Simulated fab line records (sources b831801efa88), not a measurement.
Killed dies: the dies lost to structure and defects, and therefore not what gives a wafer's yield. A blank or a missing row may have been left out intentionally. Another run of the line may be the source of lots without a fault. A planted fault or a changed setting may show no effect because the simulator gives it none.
Split-lot study ; flow sfqLine ; on a route of 325 steps: 5 lots, 23 wafers read

SPLIT DETAILS
At SFQ_TRILAYER_M8_LITHO_COAT_193 (resist thk 600 nm), the setting spinRpm was moved away from the recipe's 3000 rpm on 10 of the 23 wafers read, by -6.9% to +4.3%. For the rest of the wafers, this setting stayed at what the recipe calls for.

The split's own step is where the reading is taken.

THE READING
KrF_of_TRILAYER_M8_LITHO_COAT_193.thkNm (the simulator's own value, which no gauge read), in nm, at SFQ_TRILAYER_M8_LITHO_COAT_193 (resist thk 600 nm). The file gives no usual value for it. Average 598.9 nm, standard deviation 2.4 nm, over the 13 wafers here run with the recipe.

wafer;tool, chamber at the split;spinRpm as run, rpm;against the recipe;KrF_of_TRILAYER_M8_LITHO_COAT_193.thkNm, nm;against lot-mates on the recipe
L075.2;lithoTrack-01, 0;2795;-6.8%;620.1;+22.4
L075.3;lithoTrack-01, 0;2795;-6.8%;622;+24.2
L075.4;lithoTrack-01, 0;3000;recipe;596.9;-
L075.5;lithoTrack-01, 0;3000;recipe;598.6;-
L075.6;lithoTrack-01, 0;2795;-6.8%;620.9;+23.1
L076.1;lithoTrack-03, 0;3000;recipe;596.6;-
L076.2;lithoTrack-03, 0;3000;recipe;597.1;-
L076.3;lithoTrack-03, 0;3128;+4.3%;584.8;-11.9
L076.4;lithoTrack-03, 0;3000;recipe;596.5;-
L076.5;lithoTrack-03, 0;3128;+4.3%;582.7;-14.0
L080.1;lithoTrack-03, 0;3000;recipe;597.2;-
L080.2;lithoTrack-03, 0;2794;-6.9%;618.2;+20.8
L080.3;lithoTrack-03, 0;2794;-6.9%;619.7;+22.3
L080.4;lithoTrack-03, 0;2794;-6.9%;619.6;+22.2
L080.5;lithoTrack-03, 0;3000;recipe;597.6;-
L082.1;lithoTrack-04, 0;3000;recipe;598.2;-
L082.6;lithoTrack-04, 0;3000;recipe;598.2;-
L082.3;lithoTrack-04, 0;2846;-5.1%;615.8;+17.2
L082.4;lithoTrack-04, 0;3000;recipe;599.3;-
L082.5;lithoTrack-04, 0;2846;-5.1%;615.3;+16.7
L085.1;lithoTrack-03, 0;3000;recipe;603.1;-
L085.2;lithoTrack-03, 0;3000;recipe;602.9;-
L085.6;lithoTrack-03, 0;3000;recipe;603.2;-

FIT RESULTS
A straight line over all 23 wafers: KrF_of_TRILAYER_M8_LITHO_COAT_193.thkNm changes by -3.19 nm for each +1% of spinRpm; r = -0.98; the points scatter about the line by 2.1 nm.
The same after taking each lot's own level away (the mean of its wafers on the recipe; 23 wafers): -3.24 nm for each +1%; r = -1.00; scatter 0.8 nm.
Per that fit: largest spinRpm move, reading shift of 22 nm.
Measured against the standard deviation above, the lots' own levels, which go from 596.73 to 603.07 nm, span 2.6 times it.
The two slopes are in agreement: the lot-to-lot level therefore moves the slope only a little.
Check: with one of the wafers moved furthest among these (-6.9%) left out of the fit, the line predicts +22.7 nm for it against its lot-mates. It came out at +20.8 nm against them.

THE OTHER SPLITS THESE WAFERS WENT THROUGH
Before the reading, these wafers also passed through other splits. Each is held against what the fit with the lots' levels taken away leaves over:
other split on the same wafers;wafers away from the commonest value;r with KrF_of_TRILAYER_M8_LITHO_COAT_193.thkNm (lot level and that fit taken away)
SFQ_TRILAYER_I6_VIA_BARC_OPEN_VIA_ETCH_235 timeS;11;+0.05
SFQ_TRILAYER_M7_LITHO_COAT_182 spinRpm;8;-0.05
SFQ_TRILAYER_M7_ETCH_METAL_ETCH_180 icpW;10;+0.18
SFQ_TRILAYER_I7_VIA_LITHO_PEB_190 pebTimeS;7;+0.46

THE FILE'S OWN FIT
KrF_of_TRILAYER_M8_LITHO_COAT_193.thkNm changes by -3.26 nm for each +1% of spinRpm, r = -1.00.
